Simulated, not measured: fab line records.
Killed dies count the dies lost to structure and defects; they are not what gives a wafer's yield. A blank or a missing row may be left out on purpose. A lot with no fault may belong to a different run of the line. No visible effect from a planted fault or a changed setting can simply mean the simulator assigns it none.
fab line records | flow sky130
[record] lots = 13 wafers = 39 last_day = 50
route steps=708 shown POLY_GATE@228 LDD_N@251 LDD_P@263 PAD_OPEN@708
lots with no fault: from the same line, run without faults
start_h: hours from the record's first day to the start of the lot's first wafer shown | wait_h: hours from the lot's prior step to this one | " repeats the value in the row above | L1.1+2: a single row standing in for several wafers | - value missing, or start not given | * or withheld: withheld | < > ~ a bound
route shown NAME@n: names a module that has steps shown in the file, with the first one's number in the route | usual: average and standard deviation across the fault-free wafers | same: alike in all rows | chamber/n: place in a boat | sites: per-site readings | _std_site: standard deviation across them | _edge_site: mean of outer sites minus mean of inner sites | radius_mm: for every site, how far away it sits from the centre of the wafer | mask NAME#n: copy n | behind: the tool/chamber that last shaped the wafer | hold: why the lot went on hold/how many hours it stayed there/how the hold came to an end | device: transistor that didn't switch, given as n, p or np | end of line: the same wafers' tests at the end of the route | a step without rows: its recipe alone | killed: dies that structure and defects cost at the first sort, which is not the same as the wafer's yield | map: the dies of a wafer, with x for killed, . for not killed, _ for no die there
set.NAME: the setting as run; set.NAME@STEP: as run at that earlier step | model.NAME: the simulator's own value behind a step, which no gauge read
a sample of lots followed through the steps of the route, with each step as a table and each wafer as a row
services: a tool's chamber out of use, with start hour (start_h, from the record's first day; less than 0 if before it), hours out, and reason
[[steps]]
[step SKY_POLY_GATE_OVL_MEAS_14]
[usual] POLY_GATE_OVL = 1/5.7
// columns lot.wafer tool chamber start_h wait_h POLY_GATE_OVL[nm]
L734.2 overlay-02 - 403.12 0.1 -4
L734.3 " - " " 1
L734.4 " - " " -5
L737.2 overlay-02 - 410.06 0.1 2
L737.3 " - " " 0
L737.5 " - " " -1
L738.1 overlay-02 - 410.42 0.1 10
L738.2 " - " " 8
L738.6 " - " " 12
L739.4 overlay-02 - 417.67 0.1 1
L739.5 " - " " 3
L739.6 " - " " 1
L741.1 overlay-02 - 443.51 0.1 5
L741.3 " - " " 6
L741.6 " - " " 2
L742.1 overlay-02 - 448.51 0.1 7
L742.3 " - " " 6
L742.4 " - " " 0
L743.3 overlay-02 - 453.17 0.1 9
L743.4 " - " " 5
L743.5 " - " " 4
L749.3 overlay-01 - 506.08 0.1 5
L749.4 " - " " 5
L749.6 " - " " 1
L750.2 overlay-02 - 511.01 0.1 13
L750.4 " - " " 10
L750.5 " - " " 19
L752.1 overlay-01 - 526.32 0.1 -2
L752.2 " - " " -6
L752.6 " - " " -8
L755.1 overlay-01 - 572.21 0.1 2
L755.4 " - " " -9
L755.6 " - " " -7
L756.2 overlay-01 - 578.41 0.1 -10
L756.4 " - " " -9
L756.6 " - " " -11
L757.2 overlay-02 - 580.18 0.1 -3
L757.4 " - " " -4
L757.5 " - " " -1
[step SKY_POLY_GATE_ETCH_15]
[recipe] chemistry = N2/H2 target = BARC ion_energy_ev = 200 source_w = 500 bias_w = 100 pressure_mtorr = 30 n2_flow_sccm = 100 h2_flow_sccm = 200 stop_on = SiO2 time_s = 118.5 target_depth_a = 1100
[usual] drypump_motor_current_A = 5.9/0.39 oes_product_au = 0.716/0.0045 rf_fwd_power_W = 497.5/1.9 throttle_valve_pct = 13.212/0.008
// columns lot.wafer tool chamber start_h wait_h drypump_motor_current_A oes_product_au rf_fwd_power_W rf_hours_counter_h throttle_valve_pct
L734.2 rie_diel-03 3 403.15 0.0 5.6 0.717 496.0 30 13.214
L734.3 " 0 " " 6.0 0.723 497.8 2 13.229
L734.4 " 2 " " 6.6 0.719 498.7 5 13.207
L737.2 rie_diel-03 3 410.09 0.0 5.7 0.717 497.3 30 13.211
L737.3 " 1 " " 5.9 0.723 498.8 31 13.210
L737.5 " 2 " " 6.6 0.717 495.0 - 13.233
L738.1 rie_diel-02 0 410.46 0.0 6.0 0.718 498.1 4 13.214
L738.2 " 1 " " 5.3 0.717 497.5 1 13.215
L738.6 " 1 " " 5.3 0.719 496.7 - 13.202
L739.4 rie_diel-02 3 417.69 0.0 5.6 0.716 499.2 1 13.217
L739.5 " 1 " " 5.3 0.720 496.8 - 13.211
L739.6 " 2 " " 6.2 0.714 499.0 - 13.208
L741.1 rie_diel-02 0 443.54 0.0 6.0 0.711 497.2 5 13.207
L741.3 " 1 " " 5.3 0.728 499.3 2 13.211
L741.6 " 1 " " 5.3 0.721 500.3 - 13.226
L742.1 rie_diel-04 0 448.54 0.0 5.6 0.717 494.8 1 13.208
L742.3 " 2 " " 6.4 0.718 497.3 3 13.204
L742.4 " 3 " " 5.3 0.723 496.0 8 13.214
L743.3 rie_diel-03 3 453.19 0.0 5.7 0.715 495.2 31 13.208
L743.4 " 1 " " 5.9 0.713 498.6 32 13.224
L743.5 " 2 " " 6.6 0.706 497.1 - 13.219
L749.3 rie_diel-03 0 506.11 0.0 6.0 0.717 501.5 4 13.215
L749.4 " 1 " " 5.9 0.715 497.7 33 13.206
L749.6 " 2 " " 6.6 0.722 500.9 - 13.194
L750.2 rie_diel-02 0 511.04 0.0 6.0 0.718 494.4 6 13.208
L750.4 " 3 " " 5.6 0.714 499.9 2 13.223
L750.5 " 1 " " 5.4 0.717 497.7 - 13.224
L752.1 rie_diel-02 0 526.36 0.0 6.0 0.717 496.1 7 13.206
L752.2 " 1 " " 5.3 0.716 499.0 4 13.214
L752.6 " 3 " " 5.7 0.708 498.4 - 13.221
L755.1 rie_diel-02 3 572.25 0.0 5.6 0.715 497.2 4 13.189
L755.4 " 1 " " 5.3 0.712 498.1 4 13.201
L755.6 " 0 " " 6.0 0.708 492.9 - 13.220
L756.2 rie_diel-02 0 578.44 0.0 6.0 0.714 495.9 8 13.208
L756.4 " 1 " " 5.3 0.712 499.8 5 13.220
L756.6 " 1 " " 5.3 0.717 499.1 - 13.218
L757.2 rie_diel-02 1 580.21 0.0 5.4 0.712 497.6 5 13.203
L757.4 " 2 " " 6.2 0.718 497.5 1 13.203
L757.5 " 3 " " 5.6 0.715 500.5 - 13.222
[step SKY_LDD_N_IMPLANT_14]
[recipe] species = BF2 energy_kev = 50 dose_cm2 = 5e+12 tilt_deg = 30 rotation_deg = 180
[usual] dose_ions_cm2 = 5e+12/5.8e+09 end_station_pressure_torr = 5.02e-06/3e-07
// columns lot.wafer tool chamber start_h wait_h dose_ions_cm2 end_station_pressure_torr
L734.2 implanter-03 0 437.02 0.1 4.994e+12 5.01e-06
L734.3 " 0 " " 4.988e+12 5.18e-06
L734.4 " 0 " " 4.984e+12 4.98e-06
L738.1 implanter-03 0 446.14 0.1 5.003e+12 5.05e-06
L738.2 " 0 " " 4.998e+12 5.14e-06
L738.6 " 0 " " 5.003e+12 5.09e-06
L737.2 implanter-02 0 446.47 0.1 5.005e+12 4.94e-06
L737.3 " 0 " " 5.005e+12 4.85e-06
L737.5 " 0 " " 5e+12 4.57e-06
L739.4 implanter-02 0 451.75 0.1 4.994e+12 5.14e-06
L739.5 " 0 " " 5.012e+12 5.27e-06
L739.6 " 0 " " 5.001e+12 4.59e-06
L741.1 implanter-03 0 478.49 0.1 4.998e+12 4.9e-06
L741.3 " 0 " " 5.007e+12 5.4e-06
L741.6 " 0 " " 5.007e+12 5.34e-06
L742.1 implanter-01 0 484.14 0.1 5.003e+12 4.91e-06
L742.3 " 0 " " 5.002e+12 4.92e-06
L742.4 " 0 " " 5.001e+12 5.2e-06
L743.3 implanter-02 0 486.99 0.1 5.001e+12 5.7e-06
L743.4 " 0 " " 5.006e+12 4.93e-06
L743.5 " 0 " " 5.004e+12 5.15e-06
L749.3 implanter-03 0 538.54 0.1 4.994e+12 4.56e-06
L749.4 " 0 " " 5.002e+12 5.77e-06
L749.6 " 0 " " 4.998e+12 4.9e-06
L750.2 implanter-03 0 542.95 0.1 5.081e+12 5.25e-06
L750.4 " 0 " " 5.085e+12 5.18e-06
L750.5 " 0 " " 5.09e+12 5.2e-06
L752.1 implanter-03 0 559.29 0.1 5.077e+12 4.8e-06
L752.2 " 0 " " 5.07e+12 4.75e-06
L752.6 " 0 " " 5.077e+12 5.03e-06
L755.1 implanter-02 0 606.46 0.1 4.999e+12 4.76e-06
L755.4 " 0 " " 4.998e+12 4.67e-06
L755.6 " 0 " " 4.992e+12 5.4e-06
L756.2 implanter-02 0 610.26 0.1 5.007e+12 4.62e-06
L756.4 " 0 " " 5.01e+12 4.95e-06
L756.6 " 0 " " 5.014e+12 5.19e-06
L757.2 implanter-01 0 612.77 0.1 5.005e+12 4.87e-06
L757.4 " 0 " " 5.005e+12 5.14e-06
L757.5 " 0 " " 5.005e+12 5.19e-06
[step SKY_LDD_P_OVL_MEAS_08]
[usual] LDD_P_OVL = 0.2/0.99
// columns lot.wafer tool chamber start_h wait_h LDD_P_OVL[nm]
L734.2 overlay-02 - 468.53 0.1 2.2
L734.3 " - " " 2.3
L734.4 " - " " 0.3
L738.1 overlay-02 - 477.37 0.1 0.1
L738.2 " - " " 0.2
L738.6 " - " " 0.5
L737.2 overlay-02 - 477.72 0.1 0.3
L737.3 " - " " 0.2
L737.5 " - " " -1.7
L739.4 overlay-02 - 483.33 0.1 -0.5
L739.5 " - " " -0.3
L739.6 " - " " 0.2
L741.1 overlay-02 - 509.76 0.1 -0.1
L741.3 " - " " -1.5
L741.6 " - " " -0.3
L742.1 overlay-01 - 515.52 0.1 1.2
L742.3 " - " " 2.0
L742.4 " - " " 1.5
L743.3 overlay-01 - 517.78 0.1 1.9
L743.4 " - " " 1.7
L743.5 " - " " 0.9
L749.3 overlay-02 - 568.77 0.1 0.5
L749.4 " - " " -0.4
L749.6 " - " " -1.9
L750.2 overlay-01 - 571.87 0.1 0.8
L750.4 " - " " 0.7
L750.5 " - " " 1.4
L752.1 overlay-02 - 589.27 0.1 -0.3
L752.2 " - " " 0.4
L752.6 " - " " -0.1
L755.1 overlay-02 - 635.11 0.1 -0.9
L755.4 " - " " -1.6
L755.6 " - " " 0.2
L756.2 overlay-01 - 639.68 0.1 -0.7
L756.4 " - " " -1.9
L756.6 " - " " -0.2
L757.2 overlay-01 - 641.73 0.1 1.2
L757.4 " - " " 1.4
L757.5 " - " " 0.2
[step SKY_PAD_OPEN_PROBE_99]
[usual] killed_at_M0_to_M3 = 44/7.1 killed_at_M4_up = 3.0/1.9 killed_at_contacts = 25/5.6 killed_at_front_end = 14/4.1 killed_at_other = 0.2/0.44 killed_dies = 86/9.1 killed_open = 47/7.4 killed_short = 39/5.7
[same] gross_dies = 492 killed_at_back_side = 0
// columns lot.wafer tool chamber start_h wait_h killed_at_M0_to_M3 killed_at_M4_up killed_at_contacts killed_at_front_end killed_at_other killed_dies killed_open killed_short
L750.2 prober-01 - 1165.97 0.1 36 1 34 10 0 81 51 30
L750.4 prober-01 - 1166.07 0.2 39 2 25 13 1 80 38 42
L750.5 prober-01 - 1166.12 0.2 41 3 24 15 1 84 48 36
L752.1 prober-01 - 1170.42 0.1 39 3 17 13 0 72 38 34
L752.2 prober-01 - 1170.47 0.1 41 4 25 11 0 81 42 39
L752.6 prober-01 - 1170.67 0.2 44 1 18 13 0 76 40 36
// killed by level:class
L750.2 CONTACT:geometric_particle:open=17 VIA1:geometric_particle:open=9 LI_CONTACT:geometric_particle:open=7 VIA3:geometric_particle:open=6 VIA2:geometric_particle:open=6 CONTACT:geometric_particle:short=5 METAL2:geometric_particle:short=5 POLY_GATE:geometric_particle:short=3
L750.4 LI_CONTACT:geometric_particle:open=9 METAL2:geometric_particle:short=8 VIA2:geometric_particle:open=7 CONTACT:geometric_particle:open=6 METAL1:geometric_particle:short=6 CONTACT:geometric_particle:short=5 FIELD_ISO:geometric_particle:open=4 VIA1:geometric_particle:short=4
L750.5 METAL2:geometric_particle:short=11 CONTACT:geometric_particle:open=10 LI_CONTACT:geometric_particle:open=7 VIA1:geometric_particle:open=7 FIELD_ISO:geometric_particle:open=4 POLY_GATE:geometric_particle:open=4 LI_CONTACT:geometric_particle:short=4 VIA2:geometric_particle:open=4
L752.1 CONTACT:geometric_particle:open=9 VIA1:geometric_particle:open=9 METAL1:geometric_particle:short=6 VIA3:geometric_particle:open=6 VIA2:geometric_particle:open=5 POLY_GATE:geometric_particle:short=4 FIELD_ISO:geometric_particle:short=3 CONTACT:geometric_particle:short=3
L752.2 LI_CONTACT:geometric_particle:open=11 METAL1:geometric_particle:short=11 CONTACT:geometric_particle:open=9 VIA1:geometric_particle:open=7 METAL2:geometric_particle:short=6 VIA2:geometric_particle:open=4 METAL3:geometric_particle:short=4 METAL4:geometric_particle:short=4
L752.6 VIA1:geometric_particle:open=8 VIA1:geometric_particle:short=7 CONTACT:geometric_particle:open=6 VIA2:geometric_particle:open=6 METAL2:geometric_particle:short=6 FIELD_ISO:geometric_particle:open=5 LI_CONTACT:geometric_particle:open=5 METAL1:geometric_particle:short=5
[[services]]
// columns tool chamber start_h hours kind
rie_diel-02 - 382.38 0.2 repair
rie_diel-02 - 397.83 1.7 repair
implanter-02 - 403.74 3.1 pm
implanter-03 - 438.78 2.5 repair
rie_diel-03 3 448.04 4.5 repair
rie_diel-03 - 448.54 0.6 repair
rie_diel-04 0 461.78 2.0 repair
rie_diel-03 - 475.07 1.2 repair
implanter-03 - 480.14 6.2 repair
implanter-03 - 509.17 2.9 repair
rie_diel-02 0 513.16 8.1 repair
rie_diel-03 1 515.04 1.9 repair
rie_diel-03 2 518.88 3.2 repair
rie_diel-03 0 542.79 3.9 repair
rie_diel-02 - 548.77 1.0 repair
rie_diel-02 1 551.71 3.1 repair
rie_diel-04 3 554.03 4.0 repair
rie_diel-02 1 558.77 5.4 repair
rie_diel-03 - 568.95 14.6 pm
implanter-03 - 574.23 4.9 pm
rie_diel-03 0 585.55 9.6 repair
implanter-02 - 586.24 3.1 repair
rie_diel-04 - 592.02 0.2 repair
rie_diel-03 1 609.83 4.4 repair
[[key]]
[first_sign] step = SKY_LDD_N_IMPLANT_14 reading = dose_ions_cm2 direction = up sigmas = 14 usual = * struck = *
effect none on later readings
met_at SKY_LDD_N_IMPLANT_14
struck_lots L750,L752
tester_left_out L750,L752
not_acting_at SKY_POLY_GATE_OVL_MEAS_14,SKY_POLY_GATE_ETCH_15,SKY_LDD_P_OVL_MEAS_08
onset_between 538.54 542.95
[fault] kind = process_parameter_drift tool = implanter-03 chamber = - onset_h = 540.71 steps = SKY_LDD_N_IMPLANT_14 channel = dose_cm2 offset = * shape = step end_h = 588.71 acts_in = * stated = *
// tester_left_out: of these lots the tester's yield and bins aren't shown, on N5 and GAA mostly nor the transistor test; their killed dies are dies lost to structure and defects alone, not to doping, threshold or leakage, so they don't give the yield
